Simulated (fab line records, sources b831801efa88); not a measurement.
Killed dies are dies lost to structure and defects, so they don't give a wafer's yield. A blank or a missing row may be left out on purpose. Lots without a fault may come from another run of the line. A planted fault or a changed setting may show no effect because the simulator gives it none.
Which tool did it? | flow sky130 | 6 lots, 18 wafers sampled, at 2 steps of a route of 708

WHAT THE GAUGES READ, wafer by wafer
SKY_SD_P_CD_MEAS_07: target cd 380 nm.
lot  | measured     | on        | cd_nm (nm)
L509 | day 26 03:52 | cd_sem-02 | 382.4 383.8 383.1
L512 | day 27 23:01 | cd_sem-01 | 380.4 380.9 378.9
L517 | day 29 19:07 | cd_sem-02 | - - -
L525 | day 31 22:18 | cd_sem-02 | 380.6 379.8 379.0
L527 | day 32 12:03 | cd_sem-02 | 382.6 384.4 380.2
L529 | day 33 02:55 | cd_sem-02 | 377.1 378.7 377.2

WHICH TOOL RAN EACH LOT (tool, then ch and the chambers of the sampled wafers, then the start)
lot  | SKY_SD_P_EXPOSE_04
L509 | iline_stepper-02 ch 0, day 25 13:15
L512 | iline_stepper-01 ch 0, day 27 09:56
L517 | iline_stepper-02 ch 0, day 29 05:34
L525 | iline_stepper-01 ch 0, day 31 08:37
L527 | iline_stepper-02 ch 0, day 31 23:24
L529 | iline_stepper-02 ch 0, day 32 13:15
- SKY_SD_P_EXPOSE_04: exposes mask PSDM, target cd 380 nm.

THE ANSWER, worked out from the rows above alone
Rule: what is usual is taken from the lots themselves. Put in order of their means at a reading, lots are off if they are a third of the lots or fewer, leave a main group of 4 or more, and stand apart from it by a gap of 3 or more times the standard deviation of the main group's means; of several such gaps the widest counts. A main group whose means are all the same, to the digits that the tables above print for the reading, isn't used. A lot without any number at a reading at which 4 lots or more have one is off too. The other lots that the step has rows for count as sound.
Off: L517, at SKY_SD_P_CD_MEAS_07 (cd_nm). Without a number there: L517. The main group: mean 380.6 nm, standard deviation 2.
A tool fits if, at a process step before that reading, it ran every lot that is off, and no sound lot after the first of them. The gauges at SKY_SD_P_CD_MEAS_07 are tried like those tools. None of those tried fits.

WHAT THE SIMULATOR HAD PUT IN
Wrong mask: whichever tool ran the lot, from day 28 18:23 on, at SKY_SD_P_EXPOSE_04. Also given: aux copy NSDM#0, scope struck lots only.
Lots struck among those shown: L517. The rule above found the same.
